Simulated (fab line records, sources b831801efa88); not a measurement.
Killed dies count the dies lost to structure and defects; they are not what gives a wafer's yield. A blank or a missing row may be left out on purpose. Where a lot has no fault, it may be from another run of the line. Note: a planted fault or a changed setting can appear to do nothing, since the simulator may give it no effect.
Which tool is to blame?	flow sky130	Sampling: 14 lots, 42 wafers, 6 of 708 route steps

## WHAT THE GAUGES READ, wafer by wafer
SKY_LDD_HVN_OVL_MEAS_07.
lot	measured	on	LDD_HVN_OVL (nm)
L264	day 20 23:07	overlay-02	-0.9 -1.4 -0.4
L265	day 21 10:26	overlay-01	-2.8 -1.7 -1.9
L270	day 23 03:55	overlay-02	- - -
L271	day 23 04:40	overlay-01	- - -
L275	day 24 18:58	overlay-01	-1.5 -0.2 0.1
L277	day 25 08:51	overlay-02	0.8 0.1 1.4
L278	day 25 14:21	overlay-02	-1.1 -1.0 0.7
L279	day 25 23:58	overlay-02	1.1 1.7 0.6
L280	day 26 07:31	overlay-02	-1.6 -1.0 0.0
L281	day 27 02:46	overlay-01	0.3 0.5 0.1
L283	day 27 14:04	overlay-02	-1.1 -0.8 -0.6
L284	day 27 19:55	overlay-02	-2.0 -2.6 -0.5
L285	day 28 04:59	overlay-02	0.4 -2.2 0.0
L286	day 28 12:24	overlay-01	0.9 0.2 1.4

SKY_LDD_HVP_TW_MEAS_10.
lot	measured	on	LDD_HVP_TW
L264	day 22 05:31	film_metro-04	462 462 465
L265	day 22 17:56	film_metro-04	462 463 462
L270	day 24 09:50	film_metro-02	1461 1454 1458
L271	day 24 10:11	film_metro-01	1426 1424 1426
L275	day 26 00:49	film_metro-04	458 457 460
L277	day 26 14:25	film_metro-02	462 462 462
L278	day 26 20:25	film_metro-04	457 459 460
L279	day 27 06:21	film_metro-01	450 450 453
L280	day 27 13:38	film_metro-04	459 463 461
L281	day 28 08:30	film_metro-01	451 453 454
L283	day 28 19:21	film_metro-02	468 465 465
L284	day 29 01:07	film_metro-04	462 458 460
L285	day 29 09:43	film_metro-02	466 466 462
L286	day 29 16:39	film_metro-04	459 461 459

SKY_LDD_LDN_TW_MEAS_13.
lot	measured	on	LDD_LDN_TW
L264	day 23 11:56	film_metro-02	1505 1503 1497
L265	day 24 00:09	film_metro-03	1479 1480 1480
L270	day 25 15:22	film_metro-02	1839 1849 1854
L271	day 25 16:11	film_metro-03	1811 1809 1812
L275	day 27 06:38	film_metro-03	1483 1476 1475
L277	day 27 20:20	film_metro-03	1465 1471 1473
L278	day 28 02:34	film_metro-03	1472 1469 1464
L279	day 28 11:24	film_metro-01	1469 1470 1463
L280	day 28 19:02	film_metro-02	1500 1519 1507
L281	day 29 13:26	film_metro-03	1470 1468 1470
L283	day 29 23:27	film_metro-01	1469 1473 1467
L284	day 30 06:23	film_metro-01	1467 1466 1472
L285	day 30 13:50	film_metro-01	1473 1474 1470
L286	day 30 20:34	film_metro-01	1468 1467 1468

SKY_SD_N_TW_MEAS_12.
lot	measured	on	SD_N_TW
L264	day 28 12:19	film_metro-03	3924 3949 3946
L265	day 28 23:53	film_metro-04	4006 4020 4017
L270	day 30 12:28	film_metro-02	4071 4068 4061
L271	day 30 14:06	film_metro-04	4015 4039 4038
L275	day 32 00:44	film_metro-02	4044 4046 4062
L277	day 32 14:49	film_metro-04	4004 4003 3994
L278	day 32 19:52	film_metro-02	4062 4045 4072
L279	day 33 04:26	film_metro-02	4023 4007 4038
L280	day 33 10:45	film_metro-04	4003 4021 3994
L281	day 34 05:57	film_metro-04	4028 4013 4010
L283	day 34 14:05	film_metro-04	3999 3997 3990
L284	day 34 19:30	film_metro-04	4022 3986 3992
L285	day 35 02:41	film_metro-03	3946 3975 3963
L286	day 35 10:41	film_metro-03	3971 3975 3975

## EACH LOT AND THE TOOL THAT RAN IT (in order: tool; ch and the chambers of the sampled wafers; start)
lot	SKY_LDD_HVN_COAT_02	SKY_LDD_HVN_STRIP_09
L264	litho_track-02 ch 0, day 20 08:20	plasma_asher-03 ch 0,1, day 20 23:18
L265	litho_track-02 ch 0, day 20 18:37	plasma_asher-03 ch 0,1, day 21 10:38
L270	litho_track-01, day 22 12:39	plasma_asher-01 ch 0,1, day 23 04:07
L271	litho_track-03, day 22 13:43	plasma_asher-04 ch 0,1, day 23 04:52
L275	litho_track-02 ch 0, day 24 04:07	plasma_asher-03 ch 0,1, day 24 19:10
L277	litho_track-01 ch 0, day 24 18:06	plasma_asher-04 ch 0,1, day 25 09:02
L278	litho_track-01 ch 0, day 24 23:13	plasma_asher-04 ch 0,1, day 25 14:32
L279	litho_track-01 ch 0, day 25 09:27	plasma_asher-03 ch 0,1, day 26 00:09
L280	litho_track-03 ch 0, day 25 16:34	plasma_asher-01 ch 0,1, day 26 07:43
L281	litho_track-01 ch 0, day 26 12:12	plasma_asher-01 ch 0,1, day 27 02:58
L283	litho_track-01 ch 0, day 26 22:45	plasma_asher-03 ch 0,1, day 27 14:15
L284	litho_track-03 ch 0, day 27 05:49	plasma_asher-04 ch 0,1, day 27 20:14
L285	litho_track-02 ch 0, day 27 14:23	plasma_asher-01 ch 0,1, day 28 05:10
L286	litho_track-03 ch 0, day 27 21:31	plasma_asher-01 ch 0,1, day 28 12:37
- SKY_LDD_HVN_COAT_02: resist thk 300 nm.
- SKY_LDD_HVN_STRIP_09: strips in O2/N2.

## AS READ BY THE TOOLS THEMSELVES (means over the sampled wafers that have a number; for cases with no such wafer, the mark the record gives instead)
SKY_LDD_HVN_COAT_02.
lot	tool	chill_plate_temp_C (C)	dispense_pressure_kPa (kPa)	exhaust_pa (Pa)	resist_line_temp_C (C)	spin_speed_rpm (rpm)
L264	litho_track-02	23.03	50.1	45.5	23.04	2997.4
L265	litho_track-02	22.89	50.1	45.2	23.07	2999.5
L270	litho_track-01	-	-	-	-	-
L271	litho_track-03	-	-	-	-	-
L275	litho_track-02	22.97	50.1	44.3	23.04	2999.3
L277	litho_track-01	23.13	51.5	45.8	23.10	2997.5
L278	litho_track-01	22.97	51.5	44.6	22.91	3001.6
L279	litho_track-01	22.99	51.5	44.8	22.89	3000.0
L280	litho_track-03	23.02	55.6	44.9	23.07	3000.5
L281	litho_track-01	22.93	51.5	45.1	23.11	3000.0
L283	litho_track-01	22.94	51.4	45.0	23.03	3000.2
L284	litho_track-03	23.03	55.6	45.7	22.98	3002.7
L285	litho_track-02	22.92	50.1	45.6	23.01	2999.7
L286	litho_track-03	23.09	55.6	45.2	23.12	2998.4

SKY_LDD_HVN_STRIP_09.
lot	tool	drypump_motor_current_A (A)	oes_product_au (a.u.)	strip_time_to_endpoint_s (s)
L264	plasma_asher-03	5.95	0.413	4.134
L265	plasma_asher-03	5.91	0.407	4.119
L270	plasma_asher-01	5.88	-	-
L271	plasma_asher-04	5.60	-	-
L275	plasma_asher-03	5.91	0.409	4.158
L277	plasma_asher-04	5.40	0.410	4.140
L278	plasma_asher-04	5.59	0.410	4.125
L279	plasma_asher-03	5.92	0.410	4.155
L280	plasma_asher-01	5.87	0.408	4.140
L281	plasma_asher-01	5.68	0.406	4.112
L283	plasma_asher-03	5.92	0.408	4.146
L284	plasma_asher-04	5.42	0.409	4.134
L285	plasma_asher-01	5.88	0.405	4.126
L286	plasma_asher-01	5.85	0.413	4.136

## THE ANSWER, worked out from the rows above alone
Rule: usual is defined by the lots themselves. The widest of any qualifying gaps counts: lots, ordered by their means at a reading, are off when they make up no more than a third of the lots, leave a main group of 4 or more, and stand apart from it by 3 or more times the standard deviation of that group's means. Not used: any main group whose means are identical at the precision the tables above print for the reading. A lot without any number at a reading at which 4 lots or more have one is off too. All remaining lots with rows at the step are treated as sound. First the gauges in route order, then the tools' own readings, where a lot's mean is used as printed above. At the first step where some lot is off, the reading lying furthest off is the one used; lots without a number count as furthest.
Off: L270, L271, at SKY_LDD_HVN_OVL_MEAS_07 (LDD_HVN_OVL). Without a number there: L270, L271. The main group has a mean of -0.4 nm with a standard deviation of 0.96.
If a tool, at a process step before that reading, ran all the lots that are off and no sound lot after the first of them, it fits. Not tried: the gauges at SKY_LDD_HVN_OVL_MEAS_07; whatever is off there is also off at SKY_LDD_HVP_TW_MEAS_10, on other tools, and gauge error can't account for it. Not one of the candidates tried fits.

## WHAT THE SIMULATOR HAD INSERTED
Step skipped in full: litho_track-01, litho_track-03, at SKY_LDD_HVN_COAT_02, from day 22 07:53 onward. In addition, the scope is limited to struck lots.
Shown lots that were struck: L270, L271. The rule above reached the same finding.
